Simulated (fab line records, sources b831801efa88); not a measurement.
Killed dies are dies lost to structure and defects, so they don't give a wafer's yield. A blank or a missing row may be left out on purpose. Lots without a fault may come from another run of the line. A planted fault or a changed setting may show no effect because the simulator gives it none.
Problem report in the 8D (eight disciplines) form, filled by code | flow sky130 | the parts of the form that need people (team, actions taken, sign-off) are left out

1. THE PROBLEM
beam_energy_keV at SKY_GATE_OXIDE_IMPLANT_11 reads a mean of 8.548 on 6 wafers of 2 lots; wafers without a fault read 10.000 with a standard deviation of 0.003. That is -99 or more standard deviations from the usual mean.
First seen on wafer L214.1, day 16 04:41, on implanter-02. The record holds 42 wafers of 14 lots with a number at this step. Rule for "out", or "out of limits": more than 4 standard deviations from the usual mean. The other wafers with a number count as sound.

2. WHAT IT IS AND WHAT IT IS NOT
question                    | is                     | is not
which readings at this step | beam_energy_keV        | -
which lots                  | L214, L216             | L211, L212, L218, L221, L222, L223, L225, L227, L228, L230, L231, L232
which wafers of those lots  | all that have a number | -
read on which tools         | implanter-02           | implanter-03, implanter-04
when                        | from day 16 04:41      | up to then (6 sound wafers); but 30 sound wafers of L218, L221, L222, L223, L225, L227, L228, L230, L231, L232 came after

3. SUSPECTS, AND WHAT RULES EACH OUT
Counting: a tool at a process step up to the reading stays a suspect if it ran every lot that is out and no sound lot after the first of them.
- implanter-02 at SKY_GATE_OXIDE_IMPLANT_11: ruled out as a lasting fault. Sound lots L221, L222, L223, L225 ran on it after its first lot that is out, L214 (day 16 04:41).
Left after counting: nothing in the record.

4. THE CAUSE (what the simulator had put in)
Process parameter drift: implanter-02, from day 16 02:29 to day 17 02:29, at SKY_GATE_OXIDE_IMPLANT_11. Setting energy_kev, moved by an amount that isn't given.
Counting ruled it out, wrongly.

5. THE CHAIN OF EFFECTS, in route order
Each row: a reading whose mean over the struck wafers that have a number lies more than 3 standard deviations from the usual. Only readings for which the record gives a usual standard deviation are gone through. hours: the time from each lot's start at the first step in this table that gives one to its start at this step, as a median over the lots. sigmas: the change in usual standard deviations.
hours | step                      | reading         | usual  | on struck wafers | change | sigmas
0     | SKY_GATE_OXIDE_IMPLANT_11 | beam_energy_keV | 10.000 | 8.548            | -1.452 | -99 or more
The process steps in it:
- SKY_GATE_OXIDE_IMPLANT_11
Later measuring or inspecting steps at which every struck wafer that the step has a row for has a number for every such reading, and none has moved that far: SKY_POLY_GATE_THK_MEAS_04, SKY_LDD_LDN_OVL_MEAS_07.

6. WHAT WOULD HAVE CAUGHT IT SOONER
In this record the first reading out of limits was taken at day 16 04:41, 2 hours after the fault began at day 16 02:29.
